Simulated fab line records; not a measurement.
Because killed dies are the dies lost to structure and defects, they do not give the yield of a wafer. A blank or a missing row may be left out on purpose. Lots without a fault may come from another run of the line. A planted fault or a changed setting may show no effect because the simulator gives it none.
Struck lot and sound lot, side by side | flow sky130 | 28 steps out of a route of 708
Sound: wafers L901.4, L901.5, L901.6. The struck wafers were L900.1, L900.2, L900.3. Last of all comes the cause.
At each step with rows: each side's tool, then ch and its chambers, then its first start. Under that, the readings that differ: sound wafers | struck wafers | difference of the means | sigmas: that difference in standard deviations of wafers without a fault.
alike: words and numbers the same on both sides, and readings whose means are apart by under 2 such deviations; not compared: readings that were withheld, readings missing a value for some wafer, numbers with overlapping values and no deviation given by the record, and bounds like >300 which may hide the same value.
The two part at a step that has a row with sigmas, a row that says differs or no value, or rows on one side only. Numbers that have no deviation but don't overlap get no sigmas and don't part them. A reading that every wafer of one side lacks parts them only if that side has two wafers or more.

SKY_SD_P_OVL_MEAS_08:
  sound on overlay-01, day 28 21:43; struck on overlay-01, day 28 18:29
  alike: SD_P_OVL
after that, 1 step had no rows for these wafers: SKY_SD_P_IMPLANT_09.
SKY_SD_P_STRIP_10: strips in O2/N2.
  sound on plasma_asher-04 ch 0,1, day 28 22:06; struck on plasma_asher-04 ch 0,1, day 28 18:41
  alike: chamber_pressure_mTorr, drypump_motor_current_A, o2_flow_sccm, oes_product_au, strip_time_to_endpoint_s
  not compared: rf_hours_counter_h
SKY_SD_P_TW_MEAS_11:
  sound on film_metro-01, day 28 22:12; struck on film_metro-01, day 28 18:47
  alike: SD_P_TW
then, 8 steps without rows for these wafers: SKY_RES_XHIGH_DEHYDRATE_00 (time 60 s); SKY_RES_XHIGH_HMDS_01 (prime time 60 s); SKY_RES_XHIGH_COAT_02 (resist thk 1140 nm); SKY_RES_XHIGH_SOFTBAKE_03 (time 60 s); SKY_RES_XHIGH_EXPOSE_04 (exposes mask URPM, target cd 1270 nm); SKY_RES_XHIGH_PEB_05; SKY_RES_XHIGH_DEVELOP_06 (develop time 60 s); SKY_RES_XHIGH_IMPLANT_07.
SKY_RES_XHIGH_STRIP_08: strips in O2/N2.
  sound on plasma_asher-01 ch 0,1, day 30 01:16; struck on plasma_asher-04 ch 0,1, day 29 22:07
  no value came back on the struck wafers for any of 5 readings (chamber_pressure_mTorr (mTorr), drypump_motor_current_A (A) and others); on the sound wafers chamber_pressure_mTorr (mTorr) reads 1497.9 1500.4 1502.6
  reading                                        | sound | struck         | difference | sigmas
  model.NOVOLAK_of_RES_XHIGH_COAT_02.thk_nm (nm) | 0 0 0 | 1137 1136 1140 | +1138      |
  not compared: rf_hours_counter_h
SKY_RES_XHIGH_TW_MEAS_09:
  sound on film_metro-02, day 30 01:21; struck on film_metro-01, day 29 22:13
  alike: RES_XHIGH_TW
then, 7 steps without rows for these wafers: SKY_SD_N_DEHYDRATE_00 (time 60 s); SKY_SD_N_HMDS_01 (prime time 60 s); SKY_SD_N_COAT_02 (resist thk 1140 nm); SKY_SD_N_SOFTBAKE_03 (time 60 s); SKY_SD_N_EXPOSE_04 (exposes mask NSDM, target cd 380 nm); SKY_SD_N_PEB_05; SKY_SD_N_DEVELOP_06 (develop time 60 s).
SKY_SD_N_CD_MEAS_07: target cd 380 nm.
  sound on cd_sem-02, day 31 05:32; struck on cd_sem-02, day 31 02:01
  alike: cd_nm
SKY_SD_N_OVL_MEAS_08:
  sound on overlay-02, day 31 05:36; struck on overlay-02, day 31 02:08
  alike: SD_N_OVL
then, 2 steps without rows for these wafers: SKY_SD_N_IMPLANT_09; SKY_SD_N_IMPLANT_10.
SKY_SD_N_STRIP_11: strips in O2/N2.
  sound on plasma_asher-04 ch 0,1, day 31 05:58; struck on plasma_asher-04 ch 0,1, day 31 02:29
  reading                      | sound             | struck            | difference | sigmas
  oes_product_au (a.u.)        | 0.530 0.525 0.531 | 0.614 0.614 0.618 | +0.087     | +22
  strip_time_to_endpoint_s (s) | 22.51 22.50 22.50 | 39.38 39.40 39.43 | +16.90     | +99 or more
  alike: chamber_pressure_mTorr, drypump_motor_current_A, o2_flow_sccm
  not compared: rf_hours_counter_h
SKY_SD_N_TW_MEAS_12:
  sound on film_metro-02, day 31 06:03; struck on film_metro-04, day 31 02:35
  reading | sound          | struck   | difference | sigmas
  SD_N_TW | 3972 3969 3982 | 29 29 29 | -3945      | -99 or more
then, 1 step without rows for these wafers: SKY_SD_N_CLEAN_13 (cleans in SC1/SC2, time 150 s).

## WHERE THEY PART
Earliest at SKY_RES_XHIGH_STRIP_08; latest, in this record, at SKY_SD_N_TW_MEAS_12.

WHY: what had been put in by the simulator
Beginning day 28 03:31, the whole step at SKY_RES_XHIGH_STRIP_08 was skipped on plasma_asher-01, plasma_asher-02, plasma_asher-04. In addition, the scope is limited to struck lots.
